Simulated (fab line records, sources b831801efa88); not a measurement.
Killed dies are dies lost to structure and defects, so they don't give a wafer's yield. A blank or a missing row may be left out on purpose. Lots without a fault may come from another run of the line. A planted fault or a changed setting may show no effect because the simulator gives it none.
fab line records | flow sky130 | part 1 of 2: steps 1 to 34 of 45
record lots=5 wafers=15 last_day=50
route steps=708 shown NWELL@57 PWDE@84 VT_ADJUST_HVTP@85 VT_ADJUST_LVTN@97
lots that met no fault: from a run of the same line without faults
start_h: hours from the record's first day to the start of the lot's first wafer shown | wait_h: hours since the lot's step before | " the same as in the row above | L1.1+2: a row that stands for several wafers | - no value, or no start given | * or withheld: withheld | < > ~ a bound
route shown NAME@n: a module of which the file shows steps, and the number in the route of the first | usual: mean/standard deviation of fault-free wafers | same: alike in all rows | chamber/n: place in a boat | sites: the reading at each site | _std_site: their standard deviation | _edge_site: outer sites' mean less inner sites' | radius_mm: how far each site lies from the wafer's centre | mask NAME#n: copy n | behind: the tool/chamber that last shaped the wafer | hold: why the lot was held/for how many hours/how that ended | device: the transistor (n, p or np) that didn't switch | end of line: the same wafers' tests at the end of the route | a step without rows: its recipe alone | killed: dies lost to structure and defects at the first sort, not the wafer's yield | map: a wafer's dies, x killed, . not, _ none there
set.NAME: the setting as run; set.NAME@STEP: as run at that earlier step | model.NAME: the simulator's own value behind a step, which no gauge read
lots at some steps of the route; a table a step, a row a wafer
services: from which hour (start_h, from the record's first day; less than 0 if before it) a tool's chamber was out of use, for how many hours, and why
## steps
# step SKY_NWELL_HMDS_04
# recipe prime_time_s=60 prime_temp_c=120
# columns lot.wafer tool chamber start_h wait_h
L080.1+2+4 litho_track-02 0 114.06 0.1
L090.4+5+6 litho_track-03 0 169.86 0.1
L094.2+4+6 litho_track-04 0 189.60 0.1
L095.3+4+5 litho_track-03 0 195.44 0.1
L096.3+4+6 litho_track-02 0 202.56 0.1
# step SKY_NWELL_COAT_05
# recipe spin_rpm=2000 resist_thk_nm=3000
# usual dispense_pressure_kPa=47.3/2.7
# columns lot.wafer tool chamber start_h wait_h dispense_pressure_kPa
L080.1 litho_track-02 0 114.21 0.1 50.9
L080.2 " 0 " " 50.9
L080.4 " 0 " " 50.8
L090.4 litho_track-03 0 170.01 0.1 44.5
L090.5 " 0 " " 44.5
L090.6 " 0 " " 44.5
L094.2 litho_track-04 0 189.75 0.1 48.2
L094.4 " 0 " " 48.2
L094.6 " 0 " " 48.2
L095.3 litho_track-03 0 195.59 0.1 44.5
L095.4 " 0 " " 44.5
L095.5 " 0 " " 44.5
L096.3 litho_track-02 0 202.71 0.1 50.8
L096.4 " 0 " " 50.8
L096.6 " 0 " " 50.8
# step SKY_NWELL_SOFTBAKE_06
# recipe temp_c=110 time_s=withheld
# columns lot.wafer tool chamber start_h wait_h
L080.1+2+4 litho_track-02 0 114.36 0.1
L090.4+5+6 litho_track-03 0 170.19 0.1
L094.2+4+6 litho_track-04 0 189.91 0.1
L095.3+4+5 litho_track-03 0 195.75 0.1
L096.3+4+6 litho_track-02 0 202.87 0.1
# step SKY_NWELL_EXPOSE_07
# recipe mask_id=NWM na=0.6 source_shape=conventional sigma_outer=0.6 polarization=unpolarized target_cd_nm=840 dose_mj=255
# same na=0.6
# columns lot.wafer tool chamber start_h wait_h mask
L080.1+2+4 iline_stepper-02 0 - - NWM#0
L090.4+5+6 iline_stepper-01 0 - - NWM#0
L094.2+4+6 iline_stepper-01 0 - - NWM#0
L095.3+4+5 iline_stepper-01 0 - - NWM#0
L096.3+4+6 iline_stepper-02 0 - - NWM#0
# step SKY_NWELL_PEB_08
# recipe temp_c=115 time_s=withheld
# columns lot.wafer tool chamber start_h wait_h
L080.1+2+4 litho_track-02 0 - -
L090.4+5+6 litho_track-04 0 - -
L094.2+4+6 litho_track-02 0 - -
L095.3+4+5 litho_track-03 0 - -
L096.3+4+6 litho_track-02 0 - -
# step SKY_NWELL_DEVELOP_09
# recipe wall_angle_deg=90 developer=TMAH develop_time_s=60 dev_temp_c=23
# same develop_time_s=60
# columns lot.wafer tool chamber start_h wait_h
L080.1+2+4 litho_track-02 0 - -
L090.4+5+6 litho_track-04 0 - -
L094.2+4+6 litho_track-02 0 - -
L095.3+4+5 litho_track-03 0 - -
L096.3+4+6 litho_track-02 0 - -
# step SKY_NWELL_OVL_MEAS_10
# usual NWELL_00_OVL=0.0/1.3
# columns lot.wafer tool chamber start_h wait_h NWELL_00_OVL[nm]
L080.1 overlay-02 - 123.61 - 1.4
L080.2 " - " " 0.3
L080.4 " - " " 2.3
L090.4 overlay-02 - 180.29 - 0.3
L090.5 " - " " 0.5
L090.6 " - " " -1.1
L094.2 overlay-02 - 199.61 - 0.3
L094.4 " - " " 2.3
L094.6 " - " " -0.2
L095.3 overlay-01 - 205.45 - -2.6
L095.4 " - " " -2.3
L095.5 " - " " -0.7
L096.3 overlay-01 - 213.27 - 0.4
L096.4 " - " " 0.1
L096.6 " - " " -0.2
# step SKY_NWELL_IMPLANT_11
# recipe species=P energy_kev=400 dose_cm2=1.9e+13 tilt_deg=withheld
# usual faraday_current_uA=107.3/2.1
# columns lot.wafer tool chamber start_h wait_h faraday_current_uA
L080.1 implanter-01 0 123.64 0.0 107.1
L080.2 " 0 " " 106.8
L080.4 " 0 " " 109.4
L090.4 implanter-01 0 180.39 0.1 103.1
L090.5 " 0 " " 108.9
L090.6 " 0 " " 110.7
L094.2 implanter-02 0 199.67 0.0 109.3
L094.4 " 0 " " 107.6
L094.6 " 0 " " 109.0
L095.3 implanter-03 0 205.52 0.1 109.5
L095.4 " 0 " " 110.6
L095.5 " 0 " " 106.5
L096.3 implanter-03 0 213.34 0.1 102.0
L096.4 " 0 " " 110.0
L096.6 " 0 " " 107.8
# step SKY_NWELL_IMPLANT_12
# recipe species=P energy_kev=120 dose_cm2=1.3e+12 tilt_deg=withheld
# usual faraday_current_uA=7.32/0.14
# columns lot.wafer tool chamber start_h wait_h faraday_current_uA
L080.1 implanter-01 0 123.79 0.1 7.34
L080.2 " 0 " " 7.64
L080.4 " 0 " " 7.20
L090.4 implanter-01 0 180.54 0.1 7.16
L090.5 " 0 " " 7.59
L090.6 " 0 " " 7.37
L094.2 implanter-02 0 199.82 0.1 7.44
L094.4 " 0 " " 7.23
L094.6 " 0 " " 7.37
L095.3 implanter-03 0 205.67 0.1 7.29
L095.4 " 0 " " 7.26
L095.5 " 0 " " 7.42
L096.3 implanter-03 0 213.49 0.1 7.51
L096.4 " 0 " " 7.62
L096.6 " 0 " " 7.53
# step SKY_NWELL_IMPLANT_13
# recipe species=P energy_kev=50 dose_cm2=7e+11 tilt_deg=withheld
# usual faraday_current_uA=3.96/0.072
# columns lot.wafer tool chamber start_h wait_h faraday_current_uA
L080.1 implanter-01 0 123.94 0.1 3.94
L080.2 " 0 " " 3.96
L080.4 " 0 " " 3.94
L090.4 implanter-01 0 180.69 0.1 4.08
L090.5 " 0 " " 3.91
L090.6 " 0 " " 4.02
L094.2 implanter-02 0 199.97 0.1 3.94
L094.4 " 0 " " 3.86
L094.6 " 0 " " 3.85
L095.3 implanter-03 0 205.82 0.1 3.97
L095.4 " 0 " " 4.00
L095.5 " 0 " " 3.87
L096.3 implanter-03 0 213.64 0.1 4.01
L096.4 " 0 " " 4.02
L096.6 " 0 " " 3.97
# step SKY_NWELL_STRIP_14
# recipe chemistry=O2/N2 power_w=1400 pressure_mtorr=1500 platen_temp_c=withheld o2_flow_sccm=3000 n2_flow_sccm=300 overash_fraction=0.5
# usual drypump_motor_current_A=5.8/0.37 oes_product_au=0.723/0.0042 strip_time_to_endpoint_s=36.90/0.1
# columns lot.wafer tool chamber start_h wait_h drypump_motor_current_A oes_product_au rf_hours_counter_h strip_time_to_endpoint_s
L080.1 plasma_asher-03 0 124.09 0.1 6.3 0.732 34 36.90
L080.2 " 1 " " 5.6 0.721 34 36.79
L080.4 " 0 " " 6.3 0.719 - 36.81
L090.4 plasma_asher-04 0 180.79 0.1 5.9 0.720 - 36.76
L090.5 " 0 " " 5.9 0.718 - 36.88
L090.6 " 1 " " 5.3 0.728 - 36.85
L094.2 plasma_asher-01 0 200.09 0.1 5.5 0.716 51 36.94
L094.4 " 1 " " 6.3 0.727 - 36.81
L094.6 " 0 " " 5.5 0.719 - 36.81
L095.3 plasma_asher-04 1 205.96 0.1 5.3 0.725 - 36.96
L095.4 " 0 " " 5.9 0.722 - 36.91
L095.5 " 1 " " 5.3 0.728 - 36.82
L096.3 plasma_asher-03 1 213.78 0.1 5.6 0.725 - 36.70
L096.4 " 0 " " 6.3 0.723 - 36.82
L096.6 " 1 " " 5.6 0.727 - 36.78
# step SKY_NWELL_TW_MEAS_15
# usual NWELL_TW=1844/8.7
# columns lot.wafer tool chamber start_h wait_h NWELL_TW
L080.1 film_metro-02 - 124.19 0.1 1859
L080.2 " - " " 1852
L080.4 " - " " 1854
L090.4 film_metro-03 - 180.89 0.1 1847
L090.5 " - " " 1850
L090.6 " - " " 1850
L094.2 film_metro-03 - 200.20 0.1 1847
L094.4 " - " " 1841
L094.6 " - " " 1843
L095.3 film_metro-03 - 206.04 0.1 1835
L095.4 " - " " 1848
L095.5 " - " " 1843
L096.3 film_metro-01 - 213.86 0.1 1857
L096.4 " - " " 1855
L096.6 " - " " 1863
# step SKY_NWELL_DEHYDRATE_16
# recipe temp_c=200 time_s=60
# columns lot.wafer tool chamber start_h wait_h
L080.1+2+4 litho_track-02 0 132.96 8.8
L090.4+5+6 litho_track-03 0 190.41 9.5
L094.2+4+6 litho_track-04 0 210.05 9.8
L095.3+4+5 litho_track-02 0 216.01 10.0
L096.3+4+6 litho_track-03 0 223.34 9.5
# step SKY_NWELL_HMDS_17
# recipe prime_time_s=60 prime_temp_c=120
# columns lot.wafer tool chamber start_h wait_h
L080.1+2+4 litho_track-02 0 133.11 0.1
L090.4+5+6 litho_track-03 0 190.56 0.1
L094.2+4+6 litho_track-04 0 210.20 0.1
L095.3+4+5 litho_track-02 0 216.16 0.1
L096.3+4+6 litho_track-03 0 223.49 0.1
# step SKY_NWELL_COAT_18
# recipe spin_rpm=2000 resist_thk_nm=3000
# usual dispense_pressure_kPa=48.7/2.5
# columns lot.wafer tool chamber start_h wait_h dispense_pressure_kPa
L080.1 litho_track-02 0 133.26 0.1 50.9
L080.2 " 0 " " 50.9
L080.4 " 0 " " 50.9
L090.4 litho_track-03 0 190.71 0.1 44.5
L090.5 " 0 " " 44.5
L090.6 " 0 " " 44.5
L094.2 litho_track-04 0 210.35 0.1 48.1
L094.4 " 0 " " 48.2
L094.6 " 0 " " 48.2
L095.3 litho_track-02 0 216.31 0.1 50.8
L095.4 " 0 " " 50.8
L095.5 " 0 " " 50.8
L096.3 litho_track-03 0 223.64 0.1 44.5
L096.4 " 0 " " 44.5
L096.6 " 0 " " 44.5
# step SKY_NWELL_SOFTBAKE_19
# recipe temp_c=110 time_s=withheld
# columns lot.wafer tool chamber start_h wait_h
L080.1+2+4 litho_track-02 0 133.41 0.1
L090.4+5+6 litho_track-03 0 190.89 0.1
L094.2+4+6 litho_track-04 0 210.51 0.1
L095.3+4+5 litho_track-02 0 216.47 0.1
L096.3+4+6 litho_track-03 0 223.80 0.1
# step SKY_NWELL_EXPOSE_20
# recipe mask_id=NWM_COMPLEMENT na=0.6 source_shape=conventional sigma_outer=0.6 polarization=unpolarized target_cd_nm=840 dose_mj=260
# same na=0.6
# columns lot.wafer tool chamber start_h wait_h mask
L080.1+2+4 iline_stepper-01 0 - - NWM_COMPLEMENT#0
L090.4+5+6 iline_stepper-01 0 - - NWM_COMPLEMENT#0
L094.2+4+6 iline_stepper-01 0 - - NWM_COMPLEMENT#0
L095.3+4+5 iline_stepper-01 0 - - NWM_COMPLEMENT#0
L096.3+4+6 iline_stepper-02 0 - - NWM_COMPLEMENT#0
# step SKY_NWELL_PEB_21
# recipe temp_c=115 time_s=withheld
# columns lot.wafer tool chamber start_h wait_h
L080.1+2+4 litho_track-02 0 - -
L090.4+5+6 litho_track-04 0 - -
L094.2+4+6 litho_track-04 0 - -
L095.3+4+5 litho_track-04 0 - -
L096.3+4+6 litho_track-03 0 - -
# step SKY_NWELL_DEVELOP_22
# recipe wall_angle_deg=90 developer=TMAH develop_time_s=60 dev_temp_c=23
# same develop_time_s=60
# columns lot.wafer tool chamber start_h wait_h
L080.1+2+4 litho_track-02 0 - -
L090.4+5+6 litho_track-04 0 - -
L094.2+4+6 litho_track-04 0 - -
L095.3+4+5 litho_track-04 0 - -
L096.3+4+6 litho_track-03 0 - -
# step SKY_NWELL_OVL_MEAS_23
# usual NWELL_01_OVL=0.1/1.3
# columns lot.wafer tool chamber start_h wait_h NWELL_01_OVL[nm]
L080.1 overlay-01 - 142.46 - -0.3
L080.2 " - " " 1.2
L080.4 " - " " 2.6
L090.4 overlay-02 - 200.39 - 1.9
L090.5 " - " " -0.4
L090.6 " - " " 1.1
L094.2 overlay-01 - 221.23 - 0.0
L094.4 " - " " 0.5
L094.6 " - " " -0.7
L095.3 overlay-02 - 226.94 - 0.6
L095.4 " - " " 2.2
L095.5 " - " " 0.9
L096.3 overlay-01 - 234.95 - -0.4
L096.4 " - " " -0.5
L096.6 " - " " -1.0
# step SKY_NWELL_IMPLANT_24
# recipe species=B energy_kev=140 dose_cm2=9.377e+12 tilt_deg=withheld
# usual faraday_current_uA=53.0/1.1
# columns lot.wafer tool chamber start_h wait_h faraday_current_uA
L080.1 implanter-03 0 142.49 0.0 53.0
L080.2 " 0 " " 54.3
L080.4 " 0 " " 53.5
L090.4 implanter-01 0 200.49 0.1 53.2
L090.5 " 0 " " 51.4
L090.6 " 0 " " 52.9
L094.2 implanter-01 0 221.29 0.0 50.7
L094.4 " 0 " " 50.3
L094.6 " 0 " " 53.9
L095.3 implanter-01 0 227.01 0.1 56.3
L095.4 " 0 " " 51.8
L095.5 " 0 " " 52.5
L096.3 implanter-03 0 235.02 0.1 54.1
L096.4 " 0 " " 50.7
L096.6 " 0 " " 53.9
# step SKY_NWELL_STRIP_25
# recipe chemistry=O2/N2 power_w=1400 pressure_mtorr=1500 platen_temp_c=withheld o2_flow_sccm=3000 n2_flow_sccm=300 overash_fraction=0.5
# usual drypump_motor_current_A=5.8/0.37 oes_product_au=0.722/0.0047 strip_time_to_endpoint_s=36.92/0.12
# columns lot.wafer tool chamber start_h wait_h drypump_motor_current_A oes_product_au rf_hours_counter_h strip_time_to_endpoint_s
L080.1 plasma_asher-04 1 142.64 0.1 5.3 0.719 48 37.03
L080.2 " 0 " " 5.9 0.729 48 37.06
L080.4 " 1 " " 5.3 0.723 - 37.14
L090.4 plasma_asher-03 1 200.59 0.1 5.6 0.724 - 36.90
L090.5 " 0 " " 6.3 0.728 - 36.88
L090.6 " 1 " " 5.6 0.726 - 37.00
L094.2 plasma_asher-03 0 221.41 0.1 6.3 0.727 44 36.79
L094.4 " 1 " " 5.6 0.728 - 36.83
L094.6 " 1 " " 5.6 0.719 - 37.11
L095.3 plasma_asher-01 1 227.14 0.1 6.3 0.724 - 36.96
L095.4 " 0 " " 5.5 0.727 - 36.85
L095.5 " 0 " " 5.5 0.719 - 36.96
L096.3 plasma_asher-04 0 235.16 0.1 5.9 0.727 - 36.88
L096.4 " 1 " " 5.3 0.726 - 37.01
L096.6 " 1 " " 5.4 0.719 - 36.94
# step SKY_NWELL_TW_MEAS_26
# usual NWELL_2_TW=507.0/2.5
# columns lot.wafer tool chamber start_h wait_h NWELL_2_TW
L080.1 film_metro-03 - 142.74 0.1 505.3
L080.2 " - " " 506.2
L080.4 " - " " 503.8
L090.4 film_metro-03 - 200.69 0.1 505.9
L090.5 " - " " 509.2
L090.6 " - " " 505.4
L094.2 film_metro-01 - 221.52 0.1 505.4
L094.4 " - " " 505.1
L094.6 " - " " 505.3
L095.3 film_metro-02 - 227.23 0.1 506.1
L095.4 " - " " 506.7
L095.5 " - " " 509.6
L096.3 film_metro-03 - 235.24 0.1 508.1
L096.4 " - " " 505.3
L096.6 " - " " 508.9
# step SKY_NWELL_CLEAN_27
# recipe chemistry=SC1/SC2 mix=1:4:20 temp_c=70 time_s=150 dry=n2_spin
# columns lot.wafer tool chamber start_h wait_h
L080.1+2+4 wet_bench-02 1 142.80 0.1
L090.4+5+6 wet_bench-03 2 200.72 0.0
L094.2+4+6 wet_bench-02 2 221.57 0.0
L095.3+4+5 wet_bench-01 2 227.27 0.0
L096.3+4+6 wet_bench-01 0 235.28 0.0
# step SKY_NWELL_RTA_28
# recipe temp_c=1050 time_s=30 idle_temp_c=650 ramp_up_c_per_s=150 ramp_down_c_per_s=90 ambient=N2
# usual lamp_power_pct=25.31/0.05 wafer_temp_C_max=1054.8/0.88
# columns lot.wafer tool chamber start_h wait_h lamp_power_pct wafer_temp_C_max
L080.1 rtp_anneal-01 0 142.85 0.0 25.21 1053.8
L080.2 " 0 " " 25.34 1054.0
L080.4 " 0 " " 25.34 1055.0
L090.4 rtp_anneal-02 0 200.87 0.1 25.31 1054.6
L090.5 " 0 " " 25.29 1054.7
L090.6 " 0 " " 25.25 1055.7
L094.2 rtp_anneal-02 0 221.64 0.0 25.27 1055.8
L094.4 " 0 " " 25.30 1055.2
L094.6 " 0 " " 25.25 1054.5
L095.3 rtp_anneal-02 0 227.35 0.0 25.28 1054.0
L095.4 " 0 " " 25.32 1055.7
L095.5 " 0 " " 25.31 1053.9
L096.3 rtp_anneal-01 0 235.37 0.0 25.27 1054.8
L096.4 " 0 " " 25.34 1054.0
L096.6 " 0 " " 25.40 1055.0
# step SKY_NWELL_RS_MEAS_29
# recipe thk_meas_gauge=four-point-probe
# usual NWELL_RS=623.8/1.7
# columns lot.wafer tool chamber start_h wait_h NWELL_RS[ohm/sq]
L080.1 film_metro-03 - 143.05 0.2 623.4
L080.2 " - " " 621.9
L080.4 " - " " 621.7
L090.4 film_metro-02 - 200.98 0.1 624.3
L090.5 " - " " 621.9
L090.6 " - " " 625.9
L094.2 film_metro-03 - 221.74 0.1 621.0
L094.4 " - " " 620.4
L094.6 " - " " 622.7
L095.3 film_metro-03 - 227.46 0.1 624.5
L095.4 " - " " 625.2
L095.5 " - " " 622.6
L096.3 film_metro-01 - 235.47 0.1 624.5
L096.4 " - " " 624.2
L096.6 " - " " 623.0
# step SKY_NWELL_RS_MEAS_31
# recipe thk_meas_gauge=four-point-probe
# usual PWDE_RS=5216/17
# columns lot.wafer tool chamber start_h wait_h PWDE_RS[ohm/sq]
L080.1 film_metro-03 - 143.29 0.1 5209
L080.2 " - " " 5202
L080.4 " - " " 5218
L090.4 film_metro-02 - 201.22 0.1 5247
L090.5 " - " " 5245
L090.6 " - " " 5234
L094.2 film_metro-03 - 221.98 0.1 5198
L094.4 " - " " 5207
L094.6 " - " " 5210
L095.3 film_metro-03 - 227.70 0.1 5222
L095.4 " - " " 5215
L095.5 " - " " 5226
L096.3 film_metro-01 - 235.71 0.1 5258
L096.4 " - " " 5223
L096.6 " - " " 5246
# step SKY_VT_ADJUST_HVTP_DEHYDRATE_00
# recipe temp_c=200 time_s=60
# columns lot.wafer tool chamber start_h wait_h
L080.1+2+4 litho_track-02 0 152.76 9.4
L090.4+5+6 litho_track-04 0 211.35 10.1
L094.2+4+6 litho_track-01 0 232.73 10.7
L095.3+4+5 litho_track-04 0 238.53 10.8
L096.3+4+6 litho_track-01 0 246.76 11.0
# step SKY_VT_ADJUST_HVTP_HMDS_01
# recipe prime_time_s=60 prime_temp_c=120
# columns lot.wafer tool chamber start_h wait_h
L080.1+2+4 litho_track-02 0 152.91 0.1
L090.4+5+6 litho_track-04 0 211.50 0.1
L094.2+4+6 litho_track-01 0 232.88 0.1
L095.3+4+5 litho_track-04 0 238.68 0.1
L096.3+4+6 litho_track-01 0 246.91 0.1
# step SKY_VT_ADJUST_HVTP_COAT_02
# recipe resist=NOVOLAK spin_rpm=3000 resist_thk_nm=1140
# usual dispense_pressure_kPa=46/3.5
# columns lot.wafer tool chamber start_h wait_h dispense_pressure_kPa
L080.1 litho_track-02 0 153.06 0.1 51
L080.2 " 0 " " 51
L080.4 " 0 " " 51
L090.4 litho_track-04 0 211.65 0.1 48
L090.5 " 0 " " 48
L090.6 " 0 " " 48
L094.2 litho_track-01 0 233.03 0.1 41
L094.4 " 0 " " 42
L094.6 " 0 " " 41
L095.3 litho_track-04 0 238.83 0.1 48
L095.4 " 0 " " 48
L095.5 " 0 " " 48
L096.3 litho_track-01 0 247.06 0.1 41
L096.4 " 0 " " 41
L096.6 " 0 " " 41
# step SKY_VT_ADJUST_HVTP_SOFTBAKE_03
# recipe temp_c=90 time_s=60 resist=NOVOLAK
# columns lot.wafer tool chamber start_h wait_h
L080.1+2+4 litho_track-02 0 153.21 0.1
L090.4+5+6 litho_track-04 0 211.80 0.1
L094.2+4+6 litho_track-01 0 233.18 0.1
L095.3+4+5 litho_track-04 0 238.98 0.1
L096.3+4+6 litho_track-01 0 247.21 0.1
# step SKY_VT_ADJUST_HVTP_EXPOSE_04
# recipe mask_id=HVTPM na=0.6 source_shape=conventional sigma_outer=0.6 polarization=unpolarized target_cd_nm=380 dose_mj=140
# same na=0.6
# columns lot.wafer tool chamber start_h wait_h mask
L080.1+2+4 iline_stepper-01 0 - - HVTPM#0
L090.4+5+6 iline_stepper-02 0 - - HVTPM#0
L094.2+4+6 iline_stepper-01 0 - - HVTPM#0
L095.3+4+5 iline_stepper-02 0 - - HVTPM#0
L096.3+4+6 iline_stepper-01 0 - - HVTPM#0
# step SKY_VT_ADJUST_HVTP_PEB_05
# recipe temp_c=withheld time_s=* resist=NOVOLAK
# columns lot.wafer tool chamber start_h wait_h
L080.1+2+4 litho_track-02 0 - -
L090.4+5+6 litho_track-04 0 - -
L094.2+4+6 litho_track-02 0 - -
L095.3+4+5 litho_track-01 0 - -
L096.3+4+6 litho_track-02 0 - -
# step SKY_VT_ADJUST_HVTP_DEVELOP_06
# recipe resist=NOVOLAK developer=TMAH develop_time_s=60 dev_temp_c=23
# same develop_time_s=60
# columns lot.wafer tool chamber start_h wait_h
L080.1+2+4 litho_track-02 0 163.06 0.1
L090.4+5+6 litho_track-04 0 221.80 0.1
L094.2+4+6 litho_track-02 0 244.18 0.1
L095.3+4+5 litho_track-01 0 250.86 0.1
L096.3+4+6 litho_track-02 0 260.81 0.1
